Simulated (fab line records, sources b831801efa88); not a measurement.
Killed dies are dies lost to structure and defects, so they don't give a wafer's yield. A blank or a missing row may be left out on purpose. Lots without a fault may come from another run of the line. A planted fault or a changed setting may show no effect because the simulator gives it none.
fab line records | flow sky130 | part 1 of 2: steps 1 to 26 of 36
record lots=5 wafers=15 last_day=49
route steps=708 shown METAL1@448 VIA1@458 METAL2@483
lots that met no fault: from a run of the same line without faults
start_h: hours from the record's first day to the start of the lot's first wafer shown | wait_h: hours since the lot's step before | " the same as in the row above | L1.1+2: a row that stands for several wafers | - no value, or no start given | * or withheld: withheld | < > ~ a bound
route shown NAME@n: a module of which the file shows steps, and the number in the route of the first | usual: mean/standard deviation of fault-free wafers | same: alike in all rows | chamber/n: place in a boat | sites: the reading at each site | _std_site: their standard deviation | _edge_site: outer sites' mean less inner sites' | radius_mm: how far each site lies from the wafer's centre | mask NAME#n: copy n | behind: the tool/chamber that last shaped the wafer | hold: why the lot was held/for how many hours/how that ended | device: the transistor (n, p or np) that didn't switch | end of line: the same wafers' tests at the end of the route | a step without rows: its recipe alone | killed: dies lost to structure and defects at the first sort, not the wafer's yield | map: a wafer's dies, x killed, . not, _ none there
set.NAME: the setting as run; set.NAME@STEP: as run at that earlier step | model.NAME: the simulator's own value behind a step, which no gauge read
lots at some steps of the route; a table a step, a row a wafer
services: from which hour (start_h, from the record's first day; less than 0 if before it) a tool's chamber was out of use, for how many hours, and why
## steps
# step SKY_METAL1_DEVELOP_14
# recipe develop_time_s=60 resist=KrF-thick dev_temp_c=21
# columns lot.wafer tool chamber start_h wait_h
L074.1+2+4 litho_track-04 0 - -
L076.2+5+6 litho_track-04 0 - -
L077.1+5+6 litho_track-01 0 - -
L090.1+4+5 litho_track-04 0 - -
L094.3+5+6 litho_track-01 0 - -
# step SKY_METAL1_CD_MEAS_15
# recipe target_cd_nm=140
# usual cd_nm=139.8/1.6
# columns lot.wafer tool chamber start_h wait_h cd_nm
L074.1 cd_sem-01 - 771.81 - 140.4
L074.2 " - " " 141.7
L074.4 " - " " 138.1
L076.2 cd_sem-02 - 782.13 - 140.5
L076.5 " - " " 139.9
L076.6 " - " " 140.9
L077.1 cd_sem-02 - 783.73 - 138.0
L077.5 " - " " 139.0
L077.6 " - " " 137.5
L090.1 cd_sem-01 - 886.26 - 139.1
L090.4 " - " " 138.4
L090.5 " - " " 138.1
L094.3 cd_sem-02 - 908.47 - 141.3
L094.5 " - " " 141.5
L094.6 " - " " 140.6
# step SKY_METAL1_OVL_MEAS_16
# usual METAL1_OVL=2/5.6
# columns lot.wafer tool chamber start_h wait_h METAL1_OVL[nm]
L074.1 overlay-01 - 771.93 0.1 10
L074.2 " - " " 6
L074.4 " - " " 9
L076.2 overlay-01 - 782.23 0.1 4
L076.5 " - " " 3
L076.6 " - " " -5
L077.1 overlay-02 - 783.85 0.1 5
L077.5 " - " " -2
L077.6 " - " " 1
L090.1 overlay-02 - 886.38 0.1 7
L090.4 " - " " -1
L090.5 " - " " 2
L094.3 overlay-02 - 908.56 0.1 -1
L094.5 " - " " -5
L094.6 " - " " -1
# step SKY_METAL1_DESCUM_17
# recipe chemistry=O2 source_power_w=150 bias_power_w=0 pressure_mtorr=10 temp_c=40 time_s=8
# usual drypump_motor_current_A=5.7/0.32 oes_product_au=0.995/0.0074 temp_c=39.98/0.1
# columns lot.wafer tool chamber start_h wait_h drypump_motor_current_A oes_product_au rf_hours_counter_h temp_c
L074.1 rie_metal-03 1 771.96 0.0 5.5 1.002 7 39.88
L074.2 " 0 " " 5.5 0.990 16 39.97
L074.4 " 0 " " 5.5 0.984 - 39.99
L076.2 rie_metal-04 1 782.26 0.0 5.6 0.996 4 39.86
L076.5 " 1 " " 5.6 0.996 - 40.00
L076.6 " 0 " " 5.3 1.000 - 40.12
L077.1 rie_metal-01 1 783.88 0.0 6.3 0.997 7 39.79
L077.5 " 1 " " 6.3 0.988 - 39.79
L077.6 " 0 " " 5.9 1.002 - 39.99
L090.1 rie_metal-03 0 886.41 0.0 5.5 0.987 1 39.84
L090.4 " 0 " " 5.5 0.980 - 39.89
L090.5 " 0 " " 5.5 0.987 - 39.82
L094.3 rie_metal-03 0 908.60 0.0 5.5 0.983 - 40.01
L094.5 " 1 " " 5.5 0.993 - 39.89
L094.6 " 0 " " 5.5 0.992 - 40.01
# step SKY_METAL1_ETCH_18
# recipe chemistry=N2/H2 target=BARC ion_energy_ev=200 bias_w=100 pressure_mtorr=30 n2_flow_sccm=100 h2_flow_sccm=200 icp_w=500 stop_on=SiO2 time_s=45.9 target_depth_a=600
# usual drypump_motor_current_A=5.7/0.33 oes_product_au=0.854/0.0048 throttle_valve_pct=13.224/0.0093
# columns lot.wafer tool chamber start_h wait_h drypump_motor_current_A oes_product_au rf_hours_counter_h throttle_valve_pct
L074.1 rie_metal-03 1 772.00 0.0 5.5 0.851 7 13.226
L074.2 " 0 " " 5.5 0.846 16 13.222
L074.4 " 0 " " 5.5 0.852 - 13.225
L076.2 rie_metal-04 1 782.30 0.0 5.6 0.853 4 13.219
L076.5 " 1 " " 5.6 0.849 - 13.230
L076.6 " 0 " " 5.3 0.855 - 13.228
L077.1 rie_metal-01 1 783.91 0.0 6.4 0.852 7 13.232
L077.5 " 1 " " 6.3 0.849 - 13.215
L077.6 " 0 " " 6.0 0.857 - 13.225
L090.1 rie_metal-03 0 886.45 0.0 5.5 0.855 1 13.235
L090.4 " 0 " " 5.5 0.850 - 13.214
L090.5 " 0 " " 5.5 0.854 - 13.239
L094.3 rie_metal-03 0 908.64 0.0 5.5 0.851 - 13.213
L094.5 " 1 " " 5.4 0.854 - 13.219
L094.6 " 0 " " 5.5 0.860 - 13.224
# step SKY_METAL1_METAL_ETCH_19
# recipe target_depth_a=3600 stop_on=SiO2 over_etch_frac=0.3 time_s=78 chemistry=Cl2/BCl3 resist_sidewall_deg=88 pressure_mtorr=10 icp_w=900 bias_w=48.5 Cl2_flow_sccm=60 bcl3_flow_sccm=30
# usual drypump_motor_current_A=5.7/0.32 mfc_cl2_sccm=59.98/0.18 oes_product_au=0.856/0.0051 throttle_valve_pct=22.265/0.0086
# columns lot.wafer tool chamber start_h wait_h drypump_motor_current_A mfc_cl2_sccm oes_product_au rf_hours_counter_h throttle_valve_pct
L074.1 rie_metal-03 1 772.06 0.0 5.5 60.18 0.860 7 22.239
L074.2 " 0 " " 5.5 60.00 0.849 16 22.267
L074.4 " 0 " " 5.5 59.98 0.858 - 22.280
L076.2 rie_metal-04 1 782.36 0.0 5.6 60.04 0.855 4 22.266
L076.5 " 1 " " 5.7 60.06 0.849 - 22.271
L076.6 " 0 " " 5.3 60.20 0.851 - 22.266
L077.1 rie_metal-01 1 783.98 0.0 6.3 59.94 0.859 7 22.253
L077.5 " 1 " " 6.3 59.68 0.856 - 22.272
L077.6 " 0 " " 6.0 59.93 0.852 - 22.259
L090.1 rie_metal-03 0 886.51 0.0 5.5 59.70 0.855 1 22.262
L090.4 " 0 " " 5.5 59.86 0.861 - 22.252
L090.5 " 0 " " 5.5 59.87 0.861 - 22.257
L094.3 rie_metal-03 0 908.71 0.1 5.5 60.05 0.862 - 22.266
L094.5 " 1 " " 5.4 60.09 0.861 - 22.264
L094.6 " 0 " " 5.5 59.99 0.853 - 22.289
# step SKY_METAL1_STRIP_20
# recipe chemistry=O2/N2 power_w=1400 pressure_mtorr=1500 platen_temp_c=withheld o2_flow_sccm=3000 n2_flow_sccm=300 overash_fraction=0.5
# usual drypump_motor_current_A=5.17/0.26 oes_product_au=0.343/0.0052 strip_time_to_endpoint_s=2.71/0.037
# columns lot.wafer tool chamber start_h wait_h drypump_motor_current_A oes_product_au rf_hours_counter_h strip_time_to_endpoint_s
L074.1 plasma_asher-01 0 772.15 0.1 5.08 0.338 35 2.65
L074.2 " 1 " " 5.02 0.341 35 2.69
L074.4 " 1 " " 5.03 0.357 - 2.72
L076.2 plasma_asher-04 1 782.45 0.1 5.38 0.346 61 2.75
L076.5 " 1 " " 5.42 0.340 - 2.74
L076.6 " 0 " " 5.13 0.346 - 2.69
L077.1 plasma_asher-02 0 784.07 0.1 4.94 0.353 98 2.79
L077.5 " 0 " " 4.95 0.353 - 2.76
L077.6 " 1 " " 5.68 0.343 - 2.74
L090.1 plasma_asher-02 0 886.60 0.1 4.94 0.341 109 2.71
L090.4 " 1 " " 5.66 0.340 - 2.71
L090.5 " 1 " " 5.67 0.348 - 2.72
L094.3 plasma_asher-02 1 908.80 0.1 5.65 0.346 - 2.78
L094.5 " 1 " " 5.68 0.340 - 2.74
L094.6 " 0 " " 4.96 0.344 - 2.77
# step SKY_METAL1_STRIP_21
# recipe chemistry=post_etch_residue_remover time_s=1200 temp_c=72.5
# usual bath_heat_duty_pct=13.9/1.9 temp_c=72.49/0.11
# columns lot.wafer tool chamber start_h wait_h bath_heat_duty_pct temp_c
L074.1 wet_bench-02 2 772.25 0.1 16.8 72.38
L074.2 " 2 " " 13.7 72.46
L074.4 " 2 " " 16.3 72.58
L076.2 wet_bench-02 2 782.55 0.1 16.1 72.27
L076.5 " 2 " " 14.7 72.30
L076.6 " 2 " " 15.8 72.27
L077.1 wet_bench-02 0 784.17 0.1 15.6 72.33
L077.5 " 0 " " 15.7 72.66
L077.6 " 0 " " 17.0 72.61
L090.1 wet_bench-03 0 886.70 0.1 12.9 72.44
L090.4 " 0 " " 12.5 72.67
L090.5 " 0 " " 11.3 72.27
L094.3 wet_bench-03 0 908.87 0.0 11.8 72.62
L094.5 " 0 " " 12.6 72.57
L094.6 " 0 " " 12.2 72.62
# step SKY_METAL1_CLEAN_22
# recipe chemistry=IPA time_s=180 temp_c=25
# usual bath_heat_duty_pct=6.3/0.83 temp_c=25.01/0.1
# columns lot.wafer tool chamber start_h wait_h bath_heat_duty_pct temp_c
L074.1 wet_bench-03 0 772.59 0.0 5.5 25.15
L074.2 " 0 " " 5.2 24.92
L074.4 " 0 " " 5.8 24.92
L076.2 wet_bench-03 1 782.89 0.0 8.1 24.96
L076.5 " 1 " " 6.7 25.03
L076.6 " 1 " " 8.2 24.99
L077.1 wet_bench-03 2 784.51 0.0 5.9 25.02
L077.5 " 2 " " 5.8 25.00
L077.6 " 2 " " 6.4 24.81
L090.1 wet_bench-02 3 887.04 0.0 6.2 25.03
L090.4 " 3 " " 5.9 24.94
L090.5 " 3 " " 5.4 25.03
L094.3 wet_bench-01 2 909.21 0.0 7.2 24.90
L094.5 " 2 " " 7.9 24.86
L094.6 " 2 " " 6.9 24.94
# step SKY_METAL1_CLEAN_23
# recipe chemistry=O3/DIW dry=n2_spin
# columns lot.wafer tool chamber start_h wait_h
L074.1+2+4 wet_bench-02 2 772.65 0.0
L076.2+5+6 wet_bench-01 0 782.95 0.0
L077.1+5+6 wet_bench-02 1 784.57 0.0
L090.1+4+5 wet_bench-01 2 887.10 0.0
L094.3+5+6 wet_bench-02 3 909.27 0.0
# step SKY_VIA1_HDPCVD_00
# recipe material=SiO2 target_thk_nm=1030 sigma_open_frac=0.3 time_s=171.7 temp_c=400 sih4_flow_sccm=60 pressure_mtorr=6
# columns lot.wafer tool chamber start_h wait_h
L074.1+2+4 hdpcvd-01 1,0,1 772.75 0.0
L076.2+5+6 hdpcvd-02 0,1,2 783.04 0.0
L077.1+5+6 hdpcvd-01 0,1,2 784.66 0.0
L090.1+4+5 hdpcvd-02 1,2,1 887.20 0.0
L094.3+5+6 hdpcvd-01 1,1,0 909.37 0.0
# step SKY_VIA1_THK_MEAS_01
# recipe reads=SiO2_of_VIA1_HDPCVD_00
# usual VIA1_HDPCVD_THK=1029/11
# columns lot.wafer tool chamber start_h wait_h VIA1_HDPCVD_THK[nm]
L074.1 film_metro-02 - 772.86 0.1 1045
L074.2 " - " " 1047
L074.4 " - " " 1048
L076.2 film_metro-03 - 783.16 0.1 1026
L076.5 " - " " 1021
L076.6 " - " " 1026
L077.1 film_metro-03 - 784.77 0.1 1037
L077.5 " - " " 1043
L077.6 " - " " 1034
L090.1 film_metro-04 - 887.31 0.1 1037
L090.4 " - " " 1008
L090.5 " - " " 1027
L094.3 film_metro-04 - 909.50 0.1 1043
L094.5 " - " " 1049
L094.6 " - " " 1031
# step SKY_VIA1_CMP_02
# recipe material=SiO2 down_force_psi=4 platen_rpm=60 pad_velocity_m_s=0.94248
# usual motor_current_A=11.2/0.64
# columns lot.wafer tool chamber start_h wait_h motor_current_A
L074.1 cmp-01 2 772.92 0.1 11.1
L074.4 " 3 " " 12.1
L074.2 " 0 " " 12.4
L076.2 cmp-02 2 783.36 0.2 12.3
L076.5 " 3 " " 10.9
L076.6 " 0 " " 10.8
L077.1 cmp-01 1 784.88 0.1 10.9
L077.5 " 0 " " 12.5
L077.6 " 1 " " 10.5
L090.4 cmp-01 3 887.47 0.1 11.8
L090.1 " 0 " " 12.5
L090.5 " 1 " " 10.4
L094.3 cmp-02 0 909.54 0.0 10.1
L094.6 " 0 " " 10.3
L094.5 " 1 " " 10.5
# step SKY_VIA1_BOW_MEAS_03
# recipe mode=bow
# usual VIA1_BOW=80/7.1
# columns lot.wafer tool chamber start_h wait_h VIA1_BOW[um]
L074.1 film_metro-02 - 773.22 0.2 68
L074.2 " - " " 65
L074.4 " - " " 93
L076.2 film_metro-03 - 783.53 0.1 73
L076.5 " - " " 85
L076.6 " - " " 79
L077.1 film_metro-03 - 785.13 0.2 71
L077.5 " - " " 74
L077.6 " - " " 74
L090.1 film_metro-04 - 887.67 0.1 74
L090.4 " - " " 86
L090.5 " - " " 79
L094.3 film_metro-04 - 909.88 0.3 84
L094.5 " - " " 91
L094.6 " - " " 96
# step SKY_VIA1_DEHYDRATE_04
# recipe temp_c=200 time_s=60
# columns lot.wafer tool chamber start_h wait_h
L074.1+2+4 litho_track-01 0 786.18 12.9
L076.2+5+6 litho_track-04 0 795.68 12.1
L077.1+5+6 litho_track-01 0 796.98 11.8
L090.1+4+5 litho_track-03 0 900.02 12.3
L094.3+5+6 litho_track-04 0 921.51 11.6
# step SKY_VIA1_HMDS_05
# recipe prime_time_s=60 prime_temp_c=120
# usual prime_temp_c=120.02/0.13
# columns lot.wafer tool chamber start_h wait_h prime_temp_c
L074.1 litho_track-01 0 786.33 0.1 120.08
L074.2 " 0 " " 120.18
L074.4 " 0 " " 119.93
L076.2 litho_track-04 0 795.83 0.1 120.12
L076.5 " 0 " " 120.21
L076.6 " 0 " " 120.01
L077.1 litho_track-01 0 797.13 0.1 120.00
L077.5 " 0 " " 119.90
L077.6 " 0 " " 120.02
L090.1 litho_track-03 0 900.17 0.1 119.91
L090.4 " 0 " " 119.83
L090.5 " 0 " " 120.04
L094.3 litho_track-04 0 921.66 0.1 120.04
L094.5 " 0 " " 120.07
L094.6 " 0 " " 120.06
# step SKY_VIA1_COAT_06
# recipe resist=BARC temp_c=withheld time_s=withheld spin_rpm=3000 resist_thk_nm=60
# usual spin_speed_rpm=2999.9/1.7
# columns lot.wafer tool chamber start_h wait_h spin_speed_rpm
L074.1 litho_track-01 0 786.48 0.1 2999.9
L074.2 " 0 " " 3002.8
L074.4 " 0 " " 2995.8
L076.2 litho_track-04 0 795.98 0.1 3003.5
L076.5 " 0 " " 2996.0
L076.6 " 0 " " 3001.6
L077.1 litho_track-01 0 797.28 0.1 3001.7
L077.5 " 0 " " 2999.3
L077.6 " 0 " " 2998.1
L090.1 litho_track-03 0 900.32 0.1 2999.3
L090.4 " 0 " " 3002.5
L090.5 " 0 " " 3003.3
L094.3 litho_track-04 0 921.81 0.1 2997.8
L094.5 " 0 " " 3000.0
L094.6 " 0 " " 2999.5
# step SKY_VIA1_COAT_07
# recipe resist=KrF-thick spin_rpm=3000 resist_thk_nm=450
# usual spin_speed_rpm=3000.2/1.9
# columns lot.wafer tool chamber start_h wait_h spin_speed_rpm
L074.1 litho_track-01 0 - - 3000.3
L074.2 " 0 " " 2999.9
L074.4 " 0 " " 3000.4
L076.2 litho_track-04 0 - - 2998.9
L076.5 " 0 " " 2998.7
L076.6 " 0 " " 3001.6
L077.1 litho_track-01 0 - - 2998.8
L077.5 " 0 " " 2997.9
L077.6 " 0 " " 2997.3
L090.1 litho_track-03 0 - - 3000.8
L090.4 " 0 " " 3000.2
L090.5 " 0 " " 3000.8
L094.3 litho_track-04 0 - - 2999.2
L094.5 " 0 " " 3001.0
L094.6 " 0 " " 2999.9
# step SKY_VIA1_SOFTBAKE_08
# recipe temp_c=100 time_s=90 resist=KrF-thick
# columns lot.wafer tool chamber start_h wait_h
L074.1+2+4 litho_track-01 0 - -
L076.2+5+6 litho_track-04 0 - -
L077.1+5+6 litho_track-01 0 - -
L090.1+4+5 litho_track-03 0 - -
L094.3+5+6 litho_track-04 0 - -
# step SKY_VIA1_EXPOSE_09
# recipe mask_id=VIM na=0.8 source_shape=annular sigma_inner=0.55 sigma_outer=0.85 target_cd_nm=150 dose_mj=38
# columns lot.wafer tool chamber start_h wait_h mask
L074.1+2+4 krf_scanner-01 0 - - VIM#0
L076.2+5+6 krf_scanner-01 0 - - VIM#0
L077.1+5+6 krf_scanner-02 0 - - VIM#0
L090.1+4+5 krf_scanner-02 0 - - VIM#0
L094.3+5+6 krf_scanner-02 0 - - VIM#0
# step SKY_VIA1_PEB_10
# recipe peb_temp_c=withheld peb_time_s=withheld resist=KrF-thick
# columns lot.wafer tool chamber start_h wait_h
L074.1+2+4 litho_track-01 0 - -
L076.2+5+6 litho_track-04 0 - -
L077.1+5+6 litho_track-01 0 - -
L090.1+4+5 litho_track-03 0 - -
L094.3+5+6 litho_track-03 0 - -
# step SKY_VIA1_DEVELOP_11
# recipe develop_time_s=60 resist=KrF-thick dev_temp_c=21
# columns lot.wafer tool chamber start_h wait_h
L074.1+2+4 litho_track-01 0 - -
L076.2+5+6 litho_track-04 0 - -
L077.1+5+6 litho_track-01 0 - -
L090.1+4+5 litho_track-03 0 - -
L094.3+5+6 litho_track-03 0 - -
# step SKY_VIA1_CD_MEAS_12
# recipe target_cd_nm=150
# usual cd_nm=150.5/1.9
# columns lot.wafer tool chamber start_h wait_h cd_nm
L074.1 cd_sem-02 - 799.38 - 151.1
L074.2 " - " " 151.8
L074.4 " - " " 150.6
L076.2 cd_sem-01 - 809.48 - 150.2
L076.5 " - " " 151.4
L076.6 " - " " 149.1
L077.1 cd_sem-02 - 810.48 - 148.7
L077.5 " - " " 148.6
L077.6 " - " " 147.9
L090.1 cd_sem-02 - 912.77 - 152.7
L090.4 " - " " 150.5
L090.5 " - " " 152.4
L094.3 cd_sem-01 - 934.31 - 149.0
L094.5 " - " " 150.4
L094.6 " - " " 150.6
# step SKY_VIA1_OVL_MEAS_13
# usual VIA1_OVL=1/5.2
# columns lot.wafer tool chamber start_h wait_h VIA1_OVL[nm]
L074.1 overlay-02 - 799.50 0.1 9
L074.2 " - " " 7
L074.4 " - " " 8
L076.2 overlay-01 - 809.58 0.1 7
L076.5 " - " " 0
L076.6 " - " " 2
L077.1 overlay-02 - 810.60 0.1 4
L077.5 " - " " -2
L077.6 " - " " 1
L090.1 overlay-02 - 912.89 0.1 6
L090.4 " - " " 8
L090.5 " - " " 8
L094.3 overlay-01 - 934.40 0.1 5
L094.5 " - " " -1
L094.6 " - " " -1
# step SKY_VIA1_ETCH_14
# recipe chemistry=N2/H2 target=BARC ion_energy_ev=200 source_w=500 bias_w=100 pressure_mtorr=30 n2_flow_sccm=100 h2_flow_sccm=200 stop_on=SiO2 time_s=45.9 target_depth_a=600
# usual drypump_motor_current_A=5.9/0.45 oes_product_au=0.855/0.0049 throttle_valve_pct=13.223/0.0092
# columns lot.wafer tool chamber start_h wait_h drypump_motor_current_A oes_product_au rf_hours_counter_h throttle_valve_pct
L074.1 rie_diel-03 3 799.53 0.0 6.4 0.862 20 13.228
L074.2 " 2 " " 6.1 0.860 8 13.223
L074.4 " 1 " " 4.9 0.845 27 13.216
L076.2 rie_diel-03 3 809.61 0.0 6.5 0.859 20 13.231
L076.5 " 1 " " 4.9 0.850 - 13.208
L076.6 " 0 " " 6.6 0.857 - 13.211
L077.1 rie_diel-02 3 810.63 0.0 6.0 0.862 3 13.223
L077.5 " 2 " " 6.2 0.852 - 13.217
L077.6 " 3 " " 5.9 0.854 - 13.221
L090.1 rie_diel-04 3 912.92 0.0 6.3 0.860 12 13.214
L090.4 " 0 " " 6.0 0.863 3 13.222
L090.5 " 1 " " 5.5 0.864 - 13.218
L094.3 rie_diel-04 3 934.42 0.0 6.3 0.861 13 13.236
L094.5 " 3 " " 6.4 0.849 - 13.214
L094.6 " 2 " " 5.5 0.850 - 13.224
# step SKY_VIA1_ETCH_15
# recipe target=SiO2 chemistry=C4F8/O2/Ar target_depth_nm=351 stop_on=TiN mask_material=KrF-thick source_w=1500 bias_w=1200 pressure_mtorr=40 c4f8_flow_sccm=withheld O2_flow_sccm=6 Ar_flow_sccm=300 time_s=54
# usual oes_product_au=0.982/0.0052
# columns lot.wafer tool chamber start_h wait_h oes_product_au rf_hours_counter_h
L074.1 rie_diel-03 3 799.57 0.0 0.982 20
L074.2 " 2 " " 0.985 8
L074.4 " 1 " " 0.984 27
L076.2 rie_diel-03 3 809.66 0.0 0.984 20
L076.5 " 1 " " 0.980 -
L076.6 " 0 " " 0.980 -
L077.1 rie_diel-02 3 810.67 0.0 0.984 3
L077.5 " 2 " " 0.980 -
L077.6 " 3 " " 0.978 -
L090.1 rie_diel-04 3 912.97 0.0 0.979 12
L090.4 " 0 " " 0.975 3
L090.5 " 1 " " 0.977 -
L094.3 rie_diel-04 3 934.47 0.0 0.984 13
L094.5 " 3 " " 0.982 -
L094.6 " 2 " " 0.978 -
